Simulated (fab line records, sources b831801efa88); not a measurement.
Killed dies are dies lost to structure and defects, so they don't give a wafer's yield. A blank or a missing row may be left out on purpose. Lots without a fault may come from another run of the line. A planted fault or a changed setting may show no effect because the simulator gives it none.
Chamber matching | flow sky130 | SKY_VIA4_ETCH_12 on rie_diel-04: 3 sister chambers
The step etches SiO2 in C4F8/O2/Ar, stops on TiN, target depth 580 nm. 14 wafers are shown with their chamber, then 5 later ones without.

WAFERS WITH THEIR CHAMBER
wafer  | chamber | chamber_pressure_mTorr (mTorr) | oes_product_au (a.u.)
L075.2 | 3       | 39.99                          | 0.930
L075.3 | 0       | 39.97                          | 0.921
L075.6 | 3       | 39.99                          | 0.928
L078.1 | 2       | 40.03                          | 0.929
L078.2 | 0       | 39.98                          | 0.925
L078.4 | 0       | 40.04                          | 0.916
L087.1 | 0       | 40.05                          | 0.926
L087.3 | 2       | 39.95                          | 0.925
L087.4 | 2       | 40.04                          | 0.923
L092.1 | 0       | 39.97                          | 0.928
L092.3 | 2       | 40.08                          | 0.934
L092.4 | 2       | 40.04                          | 0.930
L094.1 | 3       | 39.98                          | 0.918
L094.3 | 0       | 39.93                          | 0.927

SIGNATURES (means of the wafers above)
reading                | chamber 0 | chamber 2 | chamber 3 | scatter within a chamber
chamber_pressure_mTorr | 39.9900   | 40.0280   | 39.9867   | 0.0424
oes_product_au         | 0.92383   | 0.92820   | 0.92533   | 0.00486
Rule: a wafer's distance from a chamber is the root of the sum, over the readings, of the square of ((its reading less the chamber's mean) divided by the reading's scatter). The wafer belongs to the nearest chamber; if the next one is less than 2 further off, it can't be placed. The scatter: the root of (the sum of the squares of (reading less its chamber's mean) over the shown wafers, divided by (wafers less chambers)).

WAFERS WITHOUT THEIR CHAMBER
wafer  | chamber_pressure_mTorr (mTorr) | oes_product_au (a.u.)
L097.1 | 40.00                          | 0.923
L097.2 | 40.04                          | 0.926
L097.3 | 39.99                          | 0.925
L097.5 | 39.96                          | 0.922
L097.6 | 40.00                          | 0.932

WHICH CHAMBER EACH WENT THROUGH
wafer  | from the rows above          | in truth
L097.1 | can't be placed: 0 or 3 or 2 | 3
L097.2 | can't be placed: 2 or 0 or 3 | 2
L097.3 | can't be placed: 3 or 0 or 2 | 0
L097.5 | can't be placed: 0 or 3 or 2 | 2
L097.6 | can't be placed: 2 or 3 or 0 | 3
Placed correctly: 0 of 5. Can't be placed from these rows: 5 (the true chamber is among the candidates in 5). Placed wrongly: 0.
